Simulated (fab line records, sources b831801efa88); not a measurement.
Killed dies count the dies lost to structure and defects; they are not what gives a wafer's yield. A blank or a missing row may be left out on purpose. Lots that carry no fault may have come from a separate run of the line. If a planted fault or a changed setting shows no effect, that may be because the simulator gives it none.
fab line records || flow sky130
[record] {"lots": 5, "wafers": 15, "last-day": 49}
route steps=708 shown SONOS_TUNNEL@167 SONOS_ONO@168
lots with no fault: from the same line, run without faults
start-h: start of the lot's first displayed wafer, in hours after the record's first day || wait-h: hours from the lot's prior step to this one || " identical to the entry in the row above || L1.1+2: a single row standing in for several wafers || - no value present, or no start provided || * or withheld: withheld || < > ~ a bound
route shown NAME@n: a module of which the file shows steps, and the number in the route of the first || usual: average and standard deviation across the fault-free wafers || same: alike in all rows || chamber/n: place in a boat || sites: per-site readings || _std_site: the values' standard deviation || _edge_site: inner sites' mean taken away from outer sites' mean || radius-mm: for every site, how far away it sits from the centre of the wafer || mask NAME#n: copy n || behind: the most recent tool/chamber to have shaped the wafer || hold: the reason the lot was held/the length of the hold in hours/how it ended || device: whichever transistor did not switch (one of n, p or np) || end of line: at the end of the route, the tests of the same wafers || a step with no rows: only its recipe || killed: dies that structure and defects cost at the first sort, which is not the same as the wafer's yield || map: a wafer's dies, x killed, . not, _ none there
set.NAME: setting as actually run; set.NAME@STEP: the setting as run at that earlier step || model.NAME: the simulator's own value behind a step, which no gauge read
lots at some steps of the route; a table a step, a row a wafer
services: from which hour (start-h, from the record's first day; less than 0 if before it) a tool's chamber was out of use, for how many hours, and why
[[steps]]
[step SKY_SONOS_TUNNEL_CLEAN_13]
[recipe] {"chemistry": "dHF", "time-s": 20, "dilution": "100:1", "dry": "ipa-marangoni"}
[same] {"time-s": 20}
{"lot.wafer": "L075.1+4+5", "tool": "wet-bench-03", "chamber": 1, "start-h": 254.21, "wait-h": 0.1}
{"lot.wafer": "L078.2+5+6", "tool": "wet-bench-03", "chamber": 0, "start-h": 280.56, "wait-h": 0.0}
{"lot.wafer": "L083.1+3+6", "tool": "wet-bench-03", "chamber": 3, "start-h": 324.35, "wait-h": 0.1}
{"lot.wafer": "L088.2+5+6", "tool": "wet-bench-01", "chamber": 2, "start-h": 360.45, "wait-h": 0.0}
{"lot.wafer": "L092.1+2+3", "tool": "wet-bench-04", "chamber": 2, "start-h": 388.00, "wait-h": 0.1}
[step SKY_SONOS_ONO_OXIDATION_00]
[recipe] {"temp-c": 800, "ambient": "O2", "idle-temp-c": 700, "ramp-up-c-per-min": 10, "ramp-down-c-per-min": 3, "stabilise-s": 600, "purge-s": 300, "target-thk-a": 26, "ox-time-s": 1249}
[usual] {"spike-tc-centre-C": "800.6/1.1", "tube-center-temp-C": "799.99/0.068"}
[same] {"ox-time-s": 1249}
{"lot.wafer": "L075.1", "tool": "furnace-02", "chamber": 0, "start-h": 257.15, "wait-h": 2.9, "spike-tc-centre-C": 800.3, "tube-center-temp-C": 800.04}
{"lot.wafer": "L075.4", "tool": "furnace-02", "chamber": 0, "start-h": 257.15, "wait-h": 2.9, "spike-tc-centre-C": 802.0, "tube-center-temp-C": 799.98}
{"lot.wafer": "L075.5", "tool": "furnace-02", "chamber": 0, "start-h": 257.15, "wait-h": 2.9, "spike-tc-centre-C": 800.7, "tube-center-temp-C": 799.95}
{"lot.wafer": "L078.2", "tool": "furnace-02", "chamber": 0, "start-h": 282.54, "wait-h": 2.0, "spike-tc-centre-C": 800.2, "tube-center-temp-C": 800.01}
{"lot.wafer": "L078.5", "tool": "furnace-02", "chamber": 0, "start-h": 282.54, "wait-h": 2.0, "spike-tc-centre-C": 801.7, "tube-center-temp-C": 800.08}
{"lot.wafer": "L078.6", "tool": "furnace-02", "chamber": 0, "start-h": 282.54, "wait-h": 2.0, "spike-tc-centre-C": 799.5, "tube-center-temp-C": 799.96}
{"lot.wafer": "L083.1", "tool": "furnace-01", "chamber": 0, "start-h": 325.98, "wait-h": 1.6, "spike-tc-centre-C": 802.1, "tube-center-temp-C": 800.06}
{"lot.wafer": "L083.3", "tool": "furnace-01", "chamber": 0, "start-h": 325.98, "wait-h": 1.6, "spike-tc-centre-C": 800.6, "tube-center-temp-C": 800.11}
{"lot.wafer": "L083.6", "tool": "furnace-01", "chamber": 0, "start-h": 325.98, "wait-h": 1.6, "spike-tc-centre-C": 800.7, "tube-center-temp-C": 800.02}
{"lot.wafer": "L088.2", "tool": "furnace-01", "chamber": 0, "start-h": 360.46, "wait-h": 0.0, "spike-tc-centre-C": 803.2, "tube-center-temp-C": 800}
{"lot.wafer": "L088.5", "tool": "furnace-01", "chamber": 0, "start-h": 360.46, "wait-h": 0.0, "spike-tc-centre-C": 800.6, "tube-center-temp-C": 799.99}
{"lot.wafer": "L088.6", "tool": "furnace-01", "chamber": 0, "start-h": 360.46, "wait-h": 0.0, "spike-tc-centre-C": 801.2, "tube-center-temp-C": 799.99}
{"lot.wafer": "L092.1", "tool": "furnace-01", "chamber": 0, "start-h": 389.28, "wait-h": 1.3, "spike-tc-centre-C": 801.3, "tube-center-temp-C": 799.98}
{"lot.wafer": "L092.2", "tool": "furnace-01", "chamber": 0, "start-h": 389.28, "wait-h": 1.3, "spike-tc-centre-C": 800.3, "tube-center-temp-C": 800.11}
{"lot.wafer": "L092.3", "tool": "furnace-01", "chamber": 0, "start-h": 389.28, "wait-h": 1.3, "spike-tc-centre-C": 798.9, "tube-center-temp-C": 800.06}
[step SKY_SONOS_ONO_THK_MEAS_01]
[recipe] {"reads": "SiO2_of_SONOS_ONO_OXIDATION_00"}
[usual] {"SONOS_ONO_OXIDATION_THK": "2.62/0.059"}
{"lot.wafer": "L075.1", "tool": "film-metro-02", "chamber": "-", "start-h": 258.50, "wait-h": 0.0, "SONOS_ONO_OXIDATION_THK[nm]": 2.60}
{"lot.wafer": "L075.4", "tool": "film-metro-02", "chamber": "-", "start-h": 258.50, "wait-h": 0.0, "SONOS_ONO_OXIDATION_THK[nm]": 2.56}
{"lot.wafer": "L075.5", "tool": "film-metro-02", "chamber": "-", "start-h": 258.50, "wait-h": 0.0, "SONOS_ONO_OXIDATION_THK[nm]": 2.64}
{"lot.wafer": "L078.2", "tool": "film-metro-03", "chamber": "-", "start-h": 283.90, "wait-h": 0.0, "SONOS_ONO_OXIDATION_THK[nm]": 2.60}
{"lot.wafer": "L078.5", "tool": "film-metro-03", "chamber": "-", "start-h": 283.90, "wait-h": 0.0, "SONOS_ONO_OXIDATION_THK[nm]": 2.57}
{"lot.wafer": "L078.6", "tool": "film-metro-03", "chamber": "-", "start-h": 283.90, "wait-h": 0.0, "SONOS_ONO_OXIDATION_THK[nm]": 2.62}
{"lot.wafer": "L083.1", "tool": "film-metro-02", "chamber": "-", "start-h": 327.32, "wait-h": 0.0, "SONOS_ONO_OXIDATION_THK[nm]": 2.71}
{"lot.wafer": "L083.3", "tool": "film-metro-02", "chamber": "-", "start-h": 327.32, "wait-h": 0.0, "SONOS_ONO_OXIDATION_THK[nm]": 2.72}
{"lot.wafer": "L083.6", "tool": "film-metro-02", "chamber": "-", "start-h": 327.32, "wait-h": 0.0, "SONOS_ONO_OXIDATION_THK[nm]": 2.66}
{"lot.wafer": "L088.2", "tool": "film-metro-01", "chamber": "-", "start-h": 361.82, "wait-h": 0.0, "SONOS_ONO_OXIDATION_THK[nm]": 2.63}
{"lot.wafer": "L088.5", "tool": "film-metro-01", "chamber": "-", "start-h": 361.82, "wait-h": 0.0, "SONOS_ONO_OXIDATION_THK[nm]": 2.60}
{"lot.wafer": "L088.6", "tool": "film-metro-01", "chamber": "-", "start-h": 361.82, "wait-h": 0.0, "SONOS_ONO_OXIDATION_THK[nm]": 2.60}
{"lot.wafer": "L092.1", "tool": "film-metro-02", "chamber": "-", "start-h": 390.62, "wait-h": 0.0, "SONOS_ONO_OXIDATION_THK[nm]": 2.63}
{"lot.wafer": "L092.2", "tool": "film-metro-02", "chamber": "-", "start-h": 390.62, "wait-h": 0.0, "SONOS_ONO_OXIDATION_THK[nm]": 2.59}
{"lot.wafer": "L092.3", "tool": "film-metro-02", "chamber": "-", "start-h": 390.62, "wait-h": 0.0, "SONOS_ONO_OXIDATION_THK[nm]": 2.54}
[step SKY_SONOS_ONO_CVD_02]
[recipe] {"material": "Si3N4", "precursor": "DCS/NH3", "target-thk-nm": 10.5, "temp-c": 770, "time-s": 180, "pressure-mtorr": 250}
[usual] {"spike-tc-centre-C": "771.0/1.3"}
[same] {"time-s": 180}
{"lot.wafer": "L075.1", "tool": "lpcvd-02", "chamber": 1, "start-h": 258.56, "wait-h": 0.1, "spike-tc-centre-C": 771.0}
{"lot.wafer": "L075.4", "tool": "lpcvd-02", "chamber": 1, "start-h": 258.56, "wait-h": 0.1, "spike-tc-centre-C": 772.3}
{"lot.wafer": "L075.5", "tool": "lpcvd-02", "chamber": 1, "start-h": 258.56, "wait-h": 0.1, "spike-tc-centre-C": 772.2}
{"lot.wafer": "L078.2", "tool": "lpcvd-02", "chamber": 1, "start-h": 285.44, "wait-h": 1.5, "spike-tc-centre-C": 771.6}
{"lot.wafer": "L078.5", "tool": "lpcvd-02", "chamber": 1, "start-h": 285.44, "wait-h": 1.5, "spike-tc-centre-C": 774.0}
{"lot.wafer": "L078.6", "tool": "lpcvd-02", "chamber": 1, "start-h": 285.44, "wait-h": 1.5, "spike-tc-centre-C": 772.5}
{"lot.wafer": "L083.1", "tool": "lpcvd-02", "chamber": 1, "start-h": 329.94, "wait-h": 2.6, "spike-tc-centre-C": 771.8}
{"lot.wafer": "L083.3", "tool": "lpcvd-02", "chamber": 1, "start-h": 329.94, "wait-h": 2.6, "spike-tc-centre-C": 770.8}
{"lot.wafer": "L083.6", "tool": "lpcvd-02", "chamber": 1, "start-h": 329.94, "wait-h": 2.6, "spike-tc-centre-C": 771.2}
{"lot.wafer": "L088.2", "tool": "lpcvd-02", "chamber": 1, "start-h": 364.48, "wait-h": 2.6, "spike-tc-centre-C": 772.8}
{"lot.wafer": "L088.5", "tool": "lpcvd-02", "chamber": 1, "start-h": 364.48, "wait-h": 2.6, "spike-tc-centre-C": 772.0}
{"lot.wafer": "L088.6", "tool": "lpcvd-02", "chamber": 1, "start-h": 364.48, "wait-h": 2.6, "spike-tc-centre-C": 770.5}
{"lot.wafer": "L092.1", "tool": "lpcvd-02", "chamber": 1, "start-h": 390.68, "wait-h": 0.1, "spike-tc-centre-C": 770.3}
{"lot.wafer": "L092.2", "tool": "lpcvd-02", "chamber": 1, "start-h": 390.68, "wait-h": 0.1, "spike-tc-centre-C": 771.7}
{"lot.wafer": "L092.3", "tool": "lpcvd-02", "chamber": 1, "start-h": 390.68, "wait-h": 0.1, "spike-tc-centre-C": 771.2}
[step SKY_SONOS_ONO_THK_MEAS_03]
[recipe] {"reads": "Si3N4_of_SONOS_ONO_CVD_02"}
[usual] {"SONOS_ONO_CVD_02_THK": "10.51/0.15"}
{"lot.wafer": "L075.1", "tool": "film-metro-02", "chamber": "-", "start-h": 259.61, "wait-h": 0.0, "SONOS_ONO_CVD_02_THK[nm]": 10.43}
{"lot.wafer": "L075.4", "tool": "film-metro-02", "chamber": "-", "start-h": 259.61, "wait-h": 0.0, "SONOS_ONO_CVD_02_THK[nm]": 10.57}
{"lot.wafer": "L075.5", "tool": "film-metro-02", "chamber": "-", "start-h": 259.61, "wait-h": 0.0, "SONOS_ONO_CVD_02_THK[nm]": 10.38}
{"lot.wafer": "L078.2", "tool": "film-metro-03", "chamber": "-", "start-h": 286.50, "wait-h": 0.0, "SONOS_ONO_CVD_02_THK[nm]": 10.66}
{"lot.wafer": "L078.5", "tool": "film-metro-03", "chamber": "-", "start-h": 286.50, "wait-h": 0.0, "SONOS_ONO_CVD_02_THK[nm]": 10.51}
{"lot.wafer": "L078.6", "tool": "film-metro-03", "chamber": "-", "start-h": 286.50, "wait-h": 0.0, "SONOS_ONO_CVD_02_THK[nm]": 10.67}
{"lot.wafer": "L083.1", "tool": "film-metro-01", "chamber": "-", "start-h": 330.99, "wait-h": 0.0, "SONOS_ONO_CVD_02_THK[nm]": 10.52}
{"lot.wafer": "L083.3", "tool": "film-metro-01", "chamber": "-", "start-h": 330.99, "wait-h": 0.0, "SONOS_ONO_CVD_02_THK[nm]": 10.56}
{"lot.wafer": "L083.6", "tool": "film-metro-01", "chamber": "-", "start-h": 330.99, "wait-h": 0.0, "SONOS_ONO_CVD_02_THK[nm]": 10.58}
{"lot.wafer": "L088.2", "tool": "film-metro-02", "chamber": "-", "start-h": 365.54, "wait-h": 0.0, "SONOS_ONO_CVD_02_THK[nm]": 10.64}
{"lot.wafer": "L088.5", "tool": "film-metro-02", "chamber": "-", "start-h": 365.54, "wait-h": 0.0, "SONOS_ONO_CVD_02_THK[nm]": 10.47}
{"lot.wafer": "L088.6", "tool": "film-metro-02", "chamber": "-", "start-h": 365.54, "wait-h": 0.0, "SONOS_ONO_CVD_02_THK[nm]": 10.47}
{"lot.wafer": "L092.1", "tool": "film-metro-02", "chamber": "-", "start-h": 391.73, "wait-h": 0.0, "SONOS_ONO_CVD_02_THK[nm]": 10.41}
{"lot.wafer": "L092.2", "tool": "film-metro-02", "chamber": "-", "start-h": 391.73, "wait-h": 0.0, "SONOS_ONO_CVD_02_THK[nm]": 10.45}
{"lot.wafer": "L092.3", "tool": "film-metro-02", "chamber": "-", "start-h": 391.73, "wait-h": 0.0, "SONOS_ONO_CVD_02_THK[nm]": 10.42}
[step SKY_SONOS_ONO_CVD_04]
[recipe] {"material": "SiO2", "precursor": "SiH4/N2O", "target-thk-nm": 5.7199, "temp-c": 900, "pressure-mtorr": 400}
[usual] {"spike-tc-centre-C": "899.9/1"}
[same] {"time-s": 900}
{"lot.wafer": "L075.1", "tool": "lpcvd-03", "chamber": 1, "start-h": 259.67, "wait-h": 0.1, "spike-tc-centre-C": 899.3}
{"lot.wafer": "L075.4", "tool": "lpcvd-03", "chamber": 1, "start-h": 259.67, "wait-h": 0.1, "spike-tc-centre-C": 899.9}
{"lot.wafer": "L075.5", "tool": "lpcvd-03", "chamber": 1, "start-h": 259.67, "wait-h": 0.1, "spike-tc-centre-C": 899.5}
{"lot.wafer": "L078.2", "tool": "lpcvd-03", "chamber": 1, "start-h": 286.55, "wait-h": 0.0, "spike-tc-centre-C": 900.7}
{"lot.wafer": "L078.5", "tool": "lpcvd-03", "chamber": 1, "start-h": 286.55, "wait-h": 0.0, "spike-tc-centre-C": 900.2}
{"lot.wafer": "L078.6", "tool": "lpcvd-03", "chamber": 1, "start-h": 286.55, "wait-h": 0.0, "spike-tc-centre-C": 899.7}
{"lot.wafer": "L083.1", "tool": "lpcvd-03", "chamber": 0, "start-h": 331.05, "wait-h": 0.1, "spike-tc-centre-C": 899.7}
{"lot.wafer": "L083.3", "tool": "lpcvd-03", "chamber": 0, "start-h": 331.05, "wait-h": 0.1, "spike-tc-centre-C": 899.5}
{"lot.wafer": "L083.6", "tool": "lpcvd-03", "chamber": 0, "start-h": 331.05, "wait-h": 0.1, "spike-tc-centre-C": 900.6}
{"lot.wafer": "L088.2", "tool": "lpcvd-03", "chamber": 1, "start-h": 365.59, "wait-h": 0.0, "spike-tc-centre-C": 898.4}
{"lot.wafer": "L088.5", "tool": "lpcvd-03", "chamber": 1, "start-h": 365.59, "wait-h": 0.0, "spike-tc-centre-C": 900.1}
{"lot.wafer": "L088.6", "tool": "lpcvd-03", "chamber": 1, "start-h": 365.59, "wait-h": 0.0, "spike-tc-centre-C": 900.3}
{"lot.wafer": "L092.1", "tool": "lpcvd-03", "chamber": 1, "start-h": 391.79, "wait-h": 0.1, "spike-tc-centre-C": 901.5}
{"lot.wafer": "L092.2", "tool": "lpcvd-03", "chamber": 1, "start-h": 391.79, "wait-h": 0.1, "spike-tc-centre-C": 900.3}
{"lot.wafer": "L092.3", "tool": "lpcvd-03", "chamber": 1, "start-h": 391.79, "wait-h": 0.1, "spike-tc-centre-C": 898.6}
[step SKY_SONOS_ONO_THK_MEAS_05]
[recipe] {"reads": "SiO2_of_SONOS_ONO_CVD_04"}
[usual] {"SONOS_ONO_CVD_04_THK": "5.74/0.094"}
{"lot.wafer": "L075.1", "tool": "film-metro-02", "chamber": "-", "start-h": 260.92, "wait-h": 0.0, "SONOS_ONO_CVD_04_THK[nm]": 5.51}
{"lot.wafer": "L075.4", "tool": "film-metro-02", "chamber": "-", "start-h": 260.92, "wait-h": 0.0, "SONOS_ONO_CVD_04_THK[nm]": 5.69}
{"lot.wafer": "L075.5", "tool": "film-metro-02", "chamber": "-", "start-h": 260.92, "wait-h": 0.0, "SONOS_ONO_CVD_04_THK[nm]": 5.61}
{"lot.wafer": "L078.2", "tool": "film-metro-03", "chamber": "-", "start-h": 287.81, "wait-h": 0.0, "SONOS_ONO_CVD_04_THK[nm]": 5.54}
{"lot.wafer": "L078.5", "tool": "film-metro-03", "chamber": "-", "start-h": 287.81, "wait-h": 0.0, "SONOS_ONO_CVD_04_THK[nm]": 5.56}
{"lot.wafer": "L078.6", "tool": "film-metro-03", "chamber": "-", "start-h": 287.81, "wait-h": 0.0, "SONOS_ONO_CVD_04_THK[nm]": 5.65}
{"lot.wafer": "L083.1", "tool": "film-metro-02", "chamber": "-", "start-h": 332.93, "wait-h": 0.0, "SONOS_ONO_CVD_04_THK[nm]": 5.90}
{"lot.wafer": "L083.3", "tool": "film-metro-02", "chamber": "-", "start-h": 332.93, "wait-h": 0.0, "SONOS_ONO_CVD_04_THK[nm]": 5.85}
{"lot.wafer": "L083.6", "tool": "film-metro-02", "chamber": "-", "start-h": 332.93, "wait-h": 0.0, "SONOS_ONO_CVD_04_THK[nm]": 5.86}
{"lot.wafer": "L088.2", "tool": "film-metro-03", "chamber": "-", "start-h": 366.85, "wait-h": 0.0, "SONOS_ONO_CVD_04_THK[nm]": 5.80}
{"lot.wafer": "L088.5", "tool": "film-metro-03", "chamber": "-", "start-h": 366.85, "wait-h": 0.0, "SONOS_ONO_CVD_04_THK[nm]": 5.75}
{"lot.wafer": "L088.6", "tool": "film-metro-03", "chamber": "-", "start-h": 366.85, "wait-h": 0.0, "SONOS_ONO_CVD_04_THK[nm]": 5.73}
{"lot.wafer": "L092.1", "tool": "film-metro-02", "chamber": "-", "start-h": 393.04, "wait-h": 0.0, "SONOS_ONO_CVD_04_THK[nm]": 5.77}
{"lot.wafer": "L092.2", "tool": "film-metro-02", "chamber": "-", "start-h": 393.04, "wait-h": 0.0, "SONOS_ONO_CVD_04_THK[nm]": 5.69}
{"lot.wafer": "L092.3", "tool": "film-metro-02", "chamber": "-", "start-h": 393.04, "wait-h": 0.0, "SONOS_ONO_CVD_04_THK[nm]": 5.75}
[step SKY_SONOS_ONO_DEHYDRATE_06]
[recipe] {"temp-c": 200, "time-s": 60}
[same] {"time-s": 60}
{"lot.wafer": "L075.1+4+5", "tool": "litho-track-03", "chamber": 0, "start-h": 271.92, "wait-h": 11.0}
{"lot.wafer": "L078.2+5+6", "tool": "litho-track-02", "chamber": 0, "start-h": 299.35, "wait-h": 11.5}
{"lot.wafer": "L083.1+3+6", "tool": "litho-track-04", "chamber": 0, "start-h": 345.53, "wait-h": 12.6}
{"lot.wafer": "L088.2+5+6", "tool": "litho-track-03", "chamber": 0, "start-h": 380.10, "wait-h": 13.2}
{"lot.wafer": "L092.1+2+3", "tool": "litho-track-02", "chamber": 0, "start-h": 406.73, "wait-h": 13.7}
[[services]]
{"tool": "furnace-01", "chamber": "-", "start-h": 233.26, "hours": 3.0, "kind": "pm"}
{"tool": "furnace-02", "chamber": "-", "start-h": 250.50, "hours": 4.0, "kind": "pm"}
{"tool": "furnace-01", "chamber": "-", "start-h": 255.10, "hours": 13.6, "kind": "pm"}
{"tool": "furnace-01", "chamber": "-", "start-h": 285.09, "hours": 28.3, "kind": "pm"}
{"tool": "furnace-01", "chamber": "-", "start-h": 313.37, "hours": 4.5, "kind": "pm"}
{"tool": "lpcvd-02", "chamber": "-", "start-h": 328.00, "hours": 0.6, "kind": "repair"}
{"tool": "wet-bench-03", "chamber": "-", "start-h": 372.90, "hours": 1.9, "kind": "pm"}
[[key]]
fault none
